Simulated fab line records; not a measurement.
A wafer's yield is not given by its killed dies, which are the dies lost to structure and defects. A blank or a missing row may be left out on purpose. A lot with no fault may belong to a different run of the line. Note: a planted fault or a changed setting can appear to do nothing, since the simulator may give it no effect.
fab line records ; flow sky130
record lots=5; wafers=15; last_day=50
route steps=708 shown RES_XHIGH@339 SD_N@342 SALICIDE@361 LI_CONTACT@362 PAD_OPEN@708
lots untouched by any fault: they come from a run of this same line in which no faults occurred
start_h: start of the lot's first displayed wafer, in hours after the record's first day ; wait_h: hours from the lot's prior step to this one ; " repeats the value in the row above ; L1.1+2: one row covering several wafers at once ; - value missing, or start not given ; * or withheld: withheld ; < > ~ a bound
route shown NAME@n: NAME is a module with steps in the file, n the number in the route of the first one ; usual: mean/standard deviation of fault-free wafers ; same: alike in all rows ; chamber/n: place in a boat ; sites: per-site readings ; _std_site: the values' standard deviation ; _edge_site: inner sites' mean taken away from outer sites' mean ; radius_mm: how far each site lies from the wafer's centre ; mask NAME#n: copy n ; behind: the most recent tool/chamber to have shaped the wafer ; hold: cause of the lot's hold/its duration in hours/its outcome ; device: the transistor (n, p or np) that didn't switch ; end of line: tests of these same wafers at the route's end ; for a step that has no rows: nothing shown but its recipe ; killed: dies that structure and defects cost at the first sort, which is not the same as the wafer's yield ; map: dies across one wafer; x = killed, . = not, _ = none there
set.NAME: the run value of the setting; set.NAME@STEP: its run value at that earlier step ; model.NAME: the simulator's own value behind a step, which no gauge read
lots at some steps of the route; a table a step, a row a wafer
services: from which hour (start_h, from the record's first day; less than 0 if before it) a tool's chamber was out of use, for how many hours, and why
## steps
# step SKY_RES_XHIGH_IMPLANT_07
# recipe species=BF2; energy_kev=20; dose_cm2=3.6e+14; tilt_deg=0
# step SKY_RES_XHIGH_STRIP_08
# recipe chemistry=O2/N2; power_w=1400; pressure_mtorr=1500; platen_temp_c=withheld; o2_flow_sccm=3000; n2_flow_sccm=300; overash_fraction=0.5
# step SKY_SD_N_DEHYDRATE_00
# recipe temp_c=200; time_s=60
# step SKY_SD_N_HMDS_01
# recipe prime_time_s=60; prime_temp_c=120
# step SKY_SD_N_COAT_02
# recipe resist=NOVOLAK; spin_rpm=3000; resist_thk_nm=1140
# step SKY_SD_N_SOFTBAKE_03
# recipe temp_c=90; time_s=60; resist=NOVOLAK
# step SKY_SD_N_EXPOSE_04
# recipe mask_id=NSDM; na=0.6; source_shape=conventional; sigma_outer=0.6; polarization=unpolarized; target_cd_nm=380; dose_mj=141
# step SKY_SD_N_PEB_05
# recipe temp_c=withheld; time_s=*; resist=NOVOLAK
# step SKY_SD_N_DEVELOP_06
# recipe resist=NOVOLAK; developer=TMAH; develop_time_s=60; dev_temp_c=23
# step SKY_SD_N_IMPLANT_09
# recipe species=As; energy_kev=50; dose_cm2=4e+15; tilt_deg=0
lot.wafer;tool;chamber;start_h;wait_h
L171.1+4+5;implanter-01;0;685.01;0.0
L175.2+4+5;implanter-03;0;695.37;0.0
L187.2+5+6;implanter-01;0;796.72;0.0
L186.3+5+6;implanter-01;0;801.96;0.1
L188.2+4+5;implanter-01;0;806.82;0.0
# step SKY_SD_N_IMPLANT_10
# recipe species=P; energy_kev=20; dose_cm2=1e+14; tilt_deg=0
# step SKY_SD_N_STRIP_11
# recipe chemistry=O2/N2; power_w=1400; pressure_mtorr=1500; platen_temp_c=withheld; o2_flow_sccm=3000; n2_flow_sccm=300; overash_fraction=0.5
# step SKY_SD_N_CLEAN_13
# recipe chemistry=SC1/SC2; mix=1:4:20; temp_c=70; time_s=150; dry=n2_spin
# step SKY_SD_N_RTA_14
# recipe temp_c=1075; time_s=2; idle_temp_c=650; ramp_up_c_per_s=150; ramp_down_c_per_s=90; ambient=N2
# step SKY_SALICIDE_CLEAN_00
# recipe chemistry=HF-last; time_s=30; dilution=100:1; dry=ipa_marangoni
# step SKY_LI_CONTACT_HDPCVD_00
# recipe material=PSG; target_thk_nm=930; sigma_open_frac=0.3; time_s=155; temp_c=600; sih4_flow_sccm=60; pressure_mtorr=6
# step SKY_LI_CONTACT_CMP_02
# recipe material=PSG; down_force_psi=4; platen_rpm=60; pad_velocity_m_s=0.94248
# step SKY_LI_CONTACT_DEHYDRATE_04
# recipe temp_c=200; time_s=60
# step SKY_LI_CONTACT_HMDS_05
# recipe prime_time_s=60; prime_temp_c=120
# step SKY_LI_CONTACT_COAT_06
# recipe resist=BARC; temp_c=withheld; time_s=withheld; spin_rpm=3000; resist_thk_nm=60
# step SKY_LI_CONTACT_COAT_07
# recipe resist=KrF-thick; spin_rpm=2953; resist_thk_nm=450
# step SKY_LI_CONTACT_SOFTBAKE_08
# recipe temp_c=100; time_s=90; resist=KrF-thick
# step SKY_LI_CONTACT_EXPOSE_09
# recipe mask_id=LICM1; na=0.8; source_shape=annular; sigma_inner=0.55; sigma_outer=0.85; target_cd_nm=170; dose_mj=38
# step SKY_LI_CONTACT_PEB_10
# recipe peb_temp_c=withheld; peb_time_s=withheld; resist=KrF-thick
# step SKY_LI_CONTACT_DEVELOP_11
# recipe develop_time_s=60; resist=KrF-thick; dev_temp_c=21
# step SKY_LI_CONTACT_ETCH_14
# recipe chemistry=N2/H2; target=BARC; ion_energy_ev=200; source_w=500; bias_w=100; pressure_mtorr=30; n2_flow_sccm=100; h2_flow_sccm=200; stop_on=SiO2; time_s=45.9; target_depth_a=600
# step SKY_LI_CONTACT_ETCH_15
# recipe target=PSG; chemistry=C4F8/O2/Ar; stop_on=Si; taper_deg=4.15; mask_material=KrF-thick; source_w=1500; bias_w=1200; pressure_mtorr=40; c4f8_flow_sccm=withheld; O2_flow_sccm=6; Ar_flow_sccm=300; time_s=withheld; target_depth_a=6000
# step SKY_LI_CONTACT_STRIP_16
# recipe chemistry=O2/N2; power_w=1400; pressure_mtorr=1500; platen_temp_c=withheld; o2_flow_sccm=3000; n2_flow_sccm=300; overash_fraction=0.5
# step SKY_LI_CONTACT_CLEAN_17
# recipe chemistry=NMP; time_s=600; temp_c=60; dry=n2_spin
# step SKY_LI_CONTACT_PRE_CLEAN_18
# recipe gas=Ar; time_s=5.6; bias_v=358
# step SKY_PAD_OPEN_PROBE_99
# usual killed_at_M0_to_M3=45/7.5; killed_at_M4_up=2.8/1.9; killed_at_contacts=25/5.5; killed_at_front_end=14/4; killed_at_other=0.3/0.75; killed_dies=87/9.4; killed_open=47/6.6; killed_short=39/6.6
# same gross_dies=492; killed_at_back_side=0
lot.wafer;tool;chamber;start_h;wait_h;killed_at_M0_to_M3;killed_at_M4_up;killed_at_contacts;killed_at_front_end;killed_at_other;killed_dies;killed_open;killed_short;model.etest.nfet_16v.r_on_ohm_um;model.etest.nfet_g5v0d10v5.r_on_ohm_um;model.etest.nfet_01v8.r_on_ohm_um;model.etest.sonos_uncharged.r_on_ohm_um;model.etest.nfet_05v0_nvt.drive_ua_um;model.etest.nfet_16v.drive_ua_um;model.etest.res_ndiff.rs_ohm_sq_rim_less_centre;model.etest.cap_ono.gate_bv_v
L171.1;prober-01;-;1108.34;0.1;33;11;23;19;0;86;47;34;1.364e+04;1846;819.1;791;595.7;231.5;2.07;16.26
L171.4;prober-01;-;1108.49;0.2;41;4;29;16;0;90;43;47;1.369e+04;1852;813;794.1;597.5;234.4;1.71;16.45
L171.5;prober-01;-;1108.54;0.2;54;3;27;10;0;94;49;45;1.356e+04;1850;808.7;794.1;596.5;233.2;0.1407;16.23
L175.2;prober-02;-;1115.11;0.1;36;1;35;23;1;96;58;38;1.413e+04;1915;802.6;812;572.1;218.6;1.346;16.36
L175.4;prober-02;-;1115.21;0.2;51;6;31;12;0;100;53;47;1.432e+04;1892;803.6;804.8;573.3;218.2;0.7821;16.23
L175.5;prober-02;-;1115.26;0.2;32;2;31;20;1;86;42;44;1.42e+04;1924;851.4;838.6;572;221.6;-0.4411;16.15
L187.2;prober-01;-;1184.93;0.1;33;2;27;22;1;85;55;30;1.476e+04;2008;887.6;847.9;555.5;208.1;-0.7679;14.48
L187.5;prober-01;-;1185.08;0.2;41;2;21;16;0;80;49;31;1.446e+04;1976;885.2;854.9;564.5;214.6;-1.599;14.59
L187.6;prober-01;-;1185.13;0.2;46;3;20;15;0;84;38;46;1.446e+04;1933;857.1;815.2;569.2;215.4;-0.207;14.59
L186.3;prober-02;-;1188.17;0.2;46;1;22;15;0;84;48;36;1.482e+04;2019;921.8;842.6;556;207.2;-1.747;14.16
L186.5;prober-02;-;1188.27;0.2;41;6;30;12;1;90;46;44;1.482e+04;2020;890.9;847;546;204.5;-3.513;14.67
L186.6;prober-02;-;1188.32;0.2;45;4;26;10;0;85;44;41;1.474e+04;2022;921.9;845.2;558.3;209.8;-0.7714;14.27
L188.2;prober-01;-;1189.57;0.1;45;2;25;17;0;89;53;36;1.432e+04;1948;866.3;832.1;571.7;217.2;0.3386;14.5
L188.4;prober-01;-;1189.67;0.2;54;7;21;12;0;94;51;42;1.439e+04;1982;905.3;860.2;568.6;216.4;0.09508;14.82
L188.5;prober-01;-;1189.72;0.2;46;2;24;13;0;85;50;35;1.444e+04;1984;900.6;857.5;565.9;216.7;-1.139;14.67
# killed by level:class
L171.1 VIA1:geometric_particle:open=9 CONTACT:geometric_particle:open=8 LI_CONTACT:geometric_particle:open=7 VIA2:geometric_particle:open=7 FIELD_ISO:geometric_particle:open=5 METAL4:geometric_particle:short=5 VIA4:area_etch=5 LOCAL_INTERCONNECT:geometric_particle:short=4
L171.4 CONTACT:geometric_particle:open=13 VIA1:geometric_particle:short=7 METAL2:geometric_particle:short=6 VIA2:geometric_particle:open=6 VIA1:geometric_particle:open=5 METAL1:geometric_particle:short=5 CONTACT:geometric_particle:short=5 VIA2:geometric_particle:short=5
L171.5 VIA1:geometric_particle:open=11 LI_CONTACT:geometric_particle:open=11 METAL2:geometric_particle:short=8 VIA2:geometric_particle:open=8 VIA1:geometric_particle:short=7 LOCAL_INTERCONNECT:geometric_particle:short=6 VIA3:geometric_particle:open=6 CONTACT:geometric_particle:open=5
L175.2 CONTACT:geometric_particle:open=13 POLY_GATE:geometric_particle:open=10 VIA1:geometric_particle:open=8 FIELD_ISO:geometric_particle:open=6 LI_CONTACT:geometric_particle:open=6 VIA1:geometric_particle:short=6 LI_CONTACT:geometric_particle:short=5 CONTACT:geometric_particle:short=5
L175.4 CONTACT:geometric_particle:open=12 VIA1:geometric_particle:open=12 VIA1:geometric_particle:short=10 CONTACT:geometric_particle:short=9 VIA3:geometric_particle:open=8 METAL1:geometric_particle:short=6 FIELD_ISO:geometric_particle:short=5 POLY_GATE:geometric_particle:open=4
L175.5 CONTACT:geometric_particle:short=8 CONTACT:geometric_particle:open=7 METAL1:geometric_particle:short=6 LI_CONTACT:geometric_particle:open=6 VIA1:geometric_particle:open=6 LOCAL_INTERCONNECT:geometric_particle:short=6 FIELD_ISO:geometric_particle:open=5 POLY_GATE:geometric_particle:open=5
L187.2 CONTACT:geometric_particle:open=17 FIELD_ISO:geometric_particle:open=9 VIA3:geometric_particle:open=8 VIA1:geometric_particle:open=8 LOCAL_INTERCONNECT:geometric_particle:short=4 METAL1:geometric_particle:short=4 VIA1:geometric_particle:short=4 POLY_GATE:geometric_particle:open=3
L187.5 CONTACT:geometric_particle:open=8 VIA1:geometric_particle:open=7 VIA2:geometric_particle:open=7 VIA3:geometric_particle:open=7 LI_CONTACT:geometric_particle:open=6 VIA1:geometric_particle:short=6 METAL2:geometric_particle:short=6 POLY_GATE:geometric_particle:open=4
L187.6 VIA1:geometric_particle:open=9 VIA3:geometric_particle:short=8 CONTACT:geometric_particle:open=7 METAL1:geometric_particle:short=7 VIA1:geometric_particle:short=6 VIA3:geometric_particle:open=5 FIELD_ISO:geometric_particle:open=4 POLY_GATE:geometric_particle:short=4
L186.3 VIA1:geometric_particle:open=10 CONTACT:geometric_particle:open=8 LI_CONTACT:geometric_particle:open=7 POLY_GATE:geometric_particle:open=5 VIA1:geometric_particle:short=5 VIA2:geometric_particle:open=5 VIA3:geometric_particle:open=5 METAL1:geometric_particle:short=4
L186.5 VIA1:geometric_particle:open=11 CONTACT:geometric_particle:open=8 LOCAL_INTERCONNECT:geometric_particle:short=7 LI_CONTACT:geometric_particle:open=6 POLY_GATE:geometric_particle:open=5 VIA2:geometric_particle:short=5 METAL4:geometric_particle:short=5 FIELD_ISO:geometric_particle:short=4
L186.6 VIA1:geometric_particle:open=10 VIA2:geometric_particle:open=10 LI_CONTACT:geometric_particle:open=9 CONTACT:geometric_particle:short=7 VIA1:geometric_particle:short=5 FIELD_ISO:geometric_particle:short=4 LOCAL_INTERCONNECT:geometric_particle:short=4 VIA2:geometric_particle:short=4
L188.2 CONTACT:geometric_particle:open=16 VIA1:geometric_particle:open=11 VIA1:geometric_particle:short=8 VIA3:geometric_particle:open=6 VIA2:geometric_particle:open=6 LI_CONTACT:geometric_particle:open=4 CONTACT:geometric_particle:short=4 METAL1:geometric_particle:short=4
L188.4 VIA1:geometric_particle:open=17 CONTACT:geometric_particle:open=9 CONTACT:geometric_particle:short=8 VIA3:geometric_particle:open=7 VIA1:geometric_particle:short=6 VIA3:geometric_particle:short=5 VIA2:geometric_particle:open=5 FIELD_ISO:geometric_particle:short=4
L188.5 VIA3:geometric_particle:open=11 VIA1:geometric_particle:open=9 CONTACT:geometric_particle:open=8 LI_CONTACT:geometric_particle:open=7 METAL1:geometric_particle:short=7 VIA1:geometric_particle:short=7 VIA2:geometric_particle:open=5 CONTACT:geometric_particle:short=5
## services
tool;chamber;start_h;hours;kind
implanter-03;-;725.06;3.5;repair
implanter-03;-;739.55;2.6;pm
implanter-01;-;745.89;2.3;repair
implanter-03;-;751.90;15.8;repair
implanter-03;-;792.78;7.6;repair
## key
first_sign none at tools or gauges
model_effect step=SKY_PAD_OPEN_PROBE_99; value=etest.nfet_16v.r_on_ohm_um; without=1.406e+04; struck=1.458e+04
met_at SKY_SD_N_IMPLANT_09
struck_wafers L186.3,L186.5,L186.6,L187.2,L187.5,L187.6,L188.2,L188.4,L188.5
tester_left_out L186,L187,L188
onset_between 685.01 796.72
also_fits time
fault kind=process_parameter_drift; tool=implanter-01; chamber=-; onset_h=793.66; steps=SKY_SD_N_IMPLANT_09; channel=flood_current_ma; offset=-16; shape=step; end_h=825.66
# tester_left_out: of these lots the tester's yield and bins aren't shown, on N5 and GAA mostly nor the transistor test; their killed dies are dies lost to structure and defects alone, not to doping, threshold or leakage, so they don't give the yield
